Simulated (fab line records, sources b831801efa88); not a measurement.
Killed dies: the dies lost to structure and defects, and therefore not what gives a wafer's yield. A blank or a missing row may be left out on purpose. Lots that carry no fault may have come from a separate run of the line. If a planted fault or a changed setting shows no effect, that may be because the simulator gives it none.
Chamber matching | flow gf180mcu | GF_V2_CMP_26 on cmp-02: 4 sister chambers
The step polishes, stops on SiO2, t overpolish 15 s, target thk 0 nm. 8 wafers are shown with their chamber, then 7 later ones without.

## WAFERS WITH THEIR CHAMBER
wafer  | chamber | motor current A (A) | time to endpoint s (s)
L808.6 | 1       | 10.6                | 78
L817.3 | 1       | 10.4                | 84
L818.1 | 2       | 10.2                | 84
L818.4 | 0       | 9.6                 | 87
L819.2 | 2       | 11.0                | 91
L821.4 | 3       | 9.6                 | 82
L829.2 | 3       | 9.3                 | 84
L829.4 | 0       | 9.8                 | 88

## WAFERS MISSING THEIR CHAMBER
wafer  | motor current A (A) | time to endpoint s (s)
L829.6 | 11.3                | 90
L830.2 | 9.0                 | 85
L830.3 | 9.5                 | 84
L830.5 | 11.2                | 84
L831.1 | 9.4                 | 83
L831.3 | 10.5                | 84
L831.5 | 9.6                 | 83

## WHICH CHAMBER EACH WENT THROUGH
wafer  | from the rows above          | in truth
L829.6 | can't be placed: 2 or 1      | 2
L830.2 | can't be placed: 3 or 0      | 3
L830.3 | can't be placed: 3 or 0      | 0
L830.5 | can't be placed: 2 or 1      | 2
L831.1 | can't be placed: 3 or 0      | 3
L831.3 | can't be placed: 1 or 2 or 0 | 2
L831.5 | can't be placed: 3 or 0      | 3
Placed correctly: 0 of 7. Cannot be placed on the basis of these rows: 7; the candidates contain the true chamber in 7. Wrongly placed: 0.
How it was worked out, from the rows above alone: a wafer's distance from a chamber is the root of the sum, over the readings, of the square of ((its reading less the chamber's mean) divided by the reading's scatter). The wafer belongs to the nearest chamber; if the next one is less than 2 further off, it can't be placed. A chamber's mean is the mean of its shown wafers. How the scatter is found: for the shown wafers, subtract from each reading the mean of its chamber, square and add these, divide the total by (wafers less chambers), then take the root.
